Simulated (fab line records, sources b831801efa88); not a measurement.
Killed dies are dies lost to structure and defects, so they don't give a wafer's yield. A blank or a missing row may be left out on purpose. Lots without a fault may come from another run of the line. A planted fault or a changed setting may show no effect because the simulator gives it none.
fab line records | flow gf180mcu | part 2 of 2: steps 27 to 35 of 35
record lots=5 wafers=15 last_day=32
route steps=602 shown STI@25 DNWELL@32 NWELL@42 LVPWELL@54
lots that met no fault: from a run of the same line without faults
start_h: hours from the record's first day to the start of the lot's first wafer shown | wait_h: hours since the lot's step before | " the same as in the row above | L1.1+2: a row that stands for several wafers | - no value, or no start given | * or withheld: withheld | < > ~ a bound
route shown NAME@n: a module of which the file shows steps, and the number in the route of the first | usual: mean/standard deviation of fault-free wafers | same: alike in all rows | chamber/n: place in a boat | sites: the reading at each site | _std_site: their standard deviation | _edge_site: outer sites' mean less inner sites' | radius_mm: how far each site lies from the wafer's centre | mask NAME#n: copy n | behind: the tool/chamber that last shaped the wafer | hold: why the lot was held/for how many hours/how that ended | device: the transistor (n, p or np) that didn't switch | end of line: the same wafers' tests at the end of the route | a step without rows: its recipe alone | killed: dies lost to structure and defects at the first sort, not the wafer's yield | map: a wafer's dies, x killed, . not, _ none there
set.NAME: the setting as run; set.NAME@STEP: as run at that earlier step | model.NAME: the simulator's own value behind a step, which no gauge read
lots at some steps of the route; a table a step, a row a wafer
services: from which hour (start_h, from the record's first day; less than 0 if before it) a tool's chamber was out of use, for how many hours, and why
## steps
# step GF_NWELL_IMPLANT_09
# recipe species=P energy_kev=160 dose_cm2=4e+12 tilt_deg=0
# same implant_ion_amu=31
# columns lot.wafer tool chamber start_h wait_h
L076.1+3+4 implanter-02 0 66.10 0.1
L077.2+4+5 implanter-02 0 71.93 0.1
L078.1+3+4 implanter-02 0 78.21 0.1
L085.3+4+6 implanter-01 0 116.65 0.1
L088.1+2+3 implanter-02 0 132.65 0.1
# step GF_NWELL_STRIP_10
# recipe chemistry=O2/N2 power_w=1400 pressure_mtorr=1500 platen_temp_c=250 o2_flow_sccm=3000 n2_flow_sccm=300 overash_fraction=0.5
# usual drypump_motor_current_A=5.51/0.26 heater_power_w=333/28 oes_product_au=0.722/0.0043 strip_time_to_endpoint_s=37.01/0.097
# columns lot.wafer tool chamber start_h wait_h drypump_motor_current_A heater_power_w oes_product_au rf_hours_counter_h strip_time_to_endpoint_s
L076.1 plasma_asher-03 1 66.25 0.1 5.97 373 0.728 41 37.09
L076.3 " 1 " " 5.97 389 0.725 - 37.05
L076.4 " 0 " " 5.55 328 0.726 - 37.30
L077.2 plasma_asher-02 1 72.05 0.1 5.26 337 0.723 41 37.06
L077.4 " 0 " " 5.62 294 0.725 - 37.05
L077.5 " 1 " " 5.27 330 0.719 - 37.03
L078.1 plasma_asher-04 0 78.36 0.1 5.36 317 0.728 28 36.88
L078.3 " 0 " " 5.32 297 0.721 - 36.88
L078.4 " 1 " " 5.22 320 0.721 - 36.94
L085.3 plasma_asher-04 0 116.78 0.1 5.31 304 0.722 - 36.95
L085.4 " 1 " " 5.24 328 0.726 - 36.93
L085.6 " 1 " " 5.22 322 0.722 - 37.02
L088.1 plasma_asher-04 1 132.80 0.1 5.23 318 0.727 35 36.83
L088.2 " 0 " " 5.33 317 0.716 35 36.90
L088.3 " 0 " " 5.31 308 0.723 - 36.77
# step GF_NWELL_TW_MEAS_11
# usual NWELL_TW=1578/14
# columns lot.wafer tool chamber start_h wait_h NWELL_TW
L076.1 film_metro-03 - 66.35 0.1 1589
L076.3 " - " " 1578
L076.4 " - " " 1583
L077.2 film_metro-04 - 72.16 0.1 1574
L077.4 " - " " 1563
L077.5 " - " " 1571
L078.1 film_metro-01 - 78.46 0.1 1582
L078.3 " - " " 1586
L078.4 " - " " 1583
L085.3 film_metro-04 - 116.87 0.1 1551
L085.4 " - " " 1556
L085.6 " - " " 1560
L088.1 film_metro-01 - 132.90 0.1 1594
L088.2 " - " " 1591
L088.3 " - " " 1585
# step GF_LVPWELL_DEHYDRATE_00
# recipe temp_c=200 time_s=60
# usual exhaust_pa=44.9/0.86 plate_temp_C=200.01/0.15
# columns lot.wafer tool chamber start_h wait_h exhaust_pa plate_temp_C
L076.1 litho_track-02 0 72.28 5.9 43.9 199.87
L076.3 " 0 " " 44.5 199.66
L076.4 " 0 " " 45.4 200.13
L077.2 litho_track-03 0 78.45 6.3 46.1 199.81
L077.4 " 0 " " 45.9 200.06
L077.5 " 0 " " 45.1 199.89
L078.1 litho_track-02 0 84.08 5.6 43.5 200.11
L078.3 " 0 " " 44.9 200.13
L078.4 " 0 " " 44.6 200.01
L085.3 litho_track-02 0 123.78 6.9 45.6 199.70
L085.4 " 0 " " 44.9 200.16
L085.6 " 0 " " 44.3 200.04
L088.1 litho_track-02 0 140.18 7.3 44.7 199.94
L088.2 " 0 " " 45.8 199.90
L088.3 " 0 " " 45.6 199.95
# step GF_LVPWELL_HMDS_01
# recipe prime_time_s=60 prime_temp_c=120
# usual exhaust_pa=44.8/1
# columns lot.wafer tool chamber start_h wait_h exhaust_pa
L076.1 litho_track-02 0 72.43 0.1 45.6
L076.3 " 0 " " 46.4
L076.4 " 0 " " 45.2
L077.2 litho_track-03 0 78.60 0.1 44.3
L077.4 " 0 " " 45.1
L077.5 " 0 " " 45.5
L078.1 litho_track-02 0 84.23 0.1 43.7
L078.3 " 0 " " 44.9
L078.4 " 0 " " 44.6
L085.3 litho_track-02 0 123.93 0.1 44.6
L085.4 " 0 " " 45.7
L085.6 " 0 " " 45.3
L088.1 litho_track-02 0 140.33 0.1 44.2
L088.2 " 0 " " 44.9
L088.3 " 0 " " 44.5
# step GF_LVPWELL_COAT_02
# recipe spin_rpm=2000 resist_thk_nm=3000
# usual exhaust_pa=45.0/0.89
# columns lot.wafer tool chamber start_h wait_h exhaust_pa
L076.1 litho_track-02 0 72.58 0.1 44.2
L076.3 " 0 " " 43.8
L076.4 " 0 " " 45.4
L077.2 litho_track-03 0 78.75 0.1 45.8
L077.4 " 0 " " 45.5
L077.5 " 0 " " 44.4
L078.1 litho_track-02 0 84.38 0.1 44.9
L078.3 " 0 " " 44.7
L078.4 " 0 " " 44.8
L085.3 litho_track-02 0 124.08 0.1 44.6
L085.4 " 0 " " 43.6
L085.6 " 0 " " 45.8
L088.1 litho_track-02 0 140.48 0.1 43.5
L088.2 " 0 " " 43.8
L088.3 " 0 " " 44.9
# step GF_LVPWELL_SOFTBAKE_03
# recipe temp_c=110 time_s=withheld
# usual exhaust_pa=45.0/0.87 plate_temp_C=109.99/0.15
# columns lot.wafer tool chamber start_h wait_h exhaust_pa plate_temp_C
L076.1 litho_track-02 0 72.73 0.1 44.6 109.86
L076.3 " 0 " " 43.9 110.00
L076.4 " 0 " " 45.8 109.98
L077.2 litho_track-03 0 78.91 0.1 44.8 110.12
L077.4 " 0 " " 44.0 110.17
L077.5 " 0 " " 44.0 109.90
L078.1 litho_track-02 0 84.53 0.1 45.5 109.99
L078.3 " 0 " " 44.3 110.06
L078.4 " 0 " " 45.1 110.11
L085.3 litho_track-02 0 124.24 0.1 44.4 110.04
L085.4 " 0 " " 44.0 110.18
L085.6 " 0 " " 44.4 110.00
L088.1 litho_track-02 0 140.63 0.1 45.3 109.93
L088.2 " 0 " " 46.1 109.97
L088.3 " 0 " " 45.9 109.86
# step GF_LVPWELL_EXPOSE_04
# recipe mask_id=LVPWELL target_cd_nm=600 na=0.6 source_shape=conventional sigma_outer=0.6 dose_mj=260
# usual stage_vel_mm_s=499.99/0.25
# columns lot.wafer tool chamber start_h wait_h mask stage_vel_mm_s
L076.1 iline_stepper-01 0 - - LVPWELL#0 499.83
L076.3 " 0 " " LVPWELL#0 499.51
L076.4 " 0 " " LVPWELL#0 499.80
L077.2 iline_stepper-01 0 - - LVPWELL#0 499.90
L077.4 " 0 " " LVPWELL#0 499.98
L077.5 " 0 " " LVPWELL#0 499.90
L078.1 iline_stepper-02 0 - - LVPWELL#0 500.74
L078.3 " 0 " " LVPWELL#0 500.14
L078.4 " 0 " " LVPWELL#0 500.17
L085.3 iline_stepper-01 0 - - LVPWELL#0 500.48
L085.4 " 0 " " LVPWELL#0 500.27
L085.6 " 0 " " LVPWELL#0 500.33
L088.1 iline_stepper-01 0 - - LVPWELL#0 499.79
L088.2 " 0 " " LVPWELL#0 499.87
L088.3 " 0 " " LVPWELL#0 499.81
# step GF_LVPWELL_PEB_05
# recipe temp_c=115 time_s=withheld
# usual exhaust_pa=45.1/0.75 plate_temp_C=115.00/0.13
# columns lot.wafer tool chamber start_h wait_h exhaust_pa plate_temp_C
L076.1 litho_track-02 0 - - 45.6 114.87
L076.3 " 0 " " 45.0 114.93
L076.4 " 0 " " 44.9 114.87
L077.2 litho_track-04 0 - - 45.0 115.03
L077.4 " 0 " " 44.9 114.87
L077.5 " 0 " " 44.6 115.07
L078.1 litho_track-02 0 - - 45.5 115.14
L078.3 " 0 " " 43.7 115.21
L078.4 " 0 " " 44.5 115.15
L085.3 litho_track-02 0 - - 45.8 114.80
L085.4 " 0 " " 45.6 114.96
L085.6 " 0 " " 45.7 114.97
L088.1 litho_track-02 0 - - 46.2 115.14
L088.2 " 0 " " 45.7 114.83
L088.3 " 0 " " 44.2 115.20
## services
# columns tool chamber start_h hours kind
implanter-01 - 14.36 2.6 pm
furnace-01 - 21.28 3.3 pm
cmp-02 - 30.66 15.4 repair
cmp-02 - 46.10 13.7 pm
plasma_asher-04 - 56.15 0.9 repair
iline_stepper-01 0 58.92 - calibration
cmp-01 - 64.00 4.0 pm
cmp-01 - 68.00 - consumable_replace:conditioner
cmp-01 - 68.00 - consumable_replace:pad
plasma_asher-01 - 84.94 14.6 pm
plasma_asher-03 - 89.92 4.2 repair
implanter-01 - 95.72 3.7 repair
implanter-01 - 100.10 3.5 repair
cmp-01 - 106.41 6.0 pm
plasma_asher-02 - 108.75 9.0 pm
plasma_asher-02 0 108.75 9.0 vent_cycle
plasma_asher-02 1 108.75 9.0 vent_cycle
plasma_asher-02 0 117.75 - clean
plasma_asher-02 1 117.75 - clean
cmp-01 - 120.55 2.1 repair
cmp-02 - 141.71 10.6 pm
plasma_asher-04 - 144.11 0.6 repair
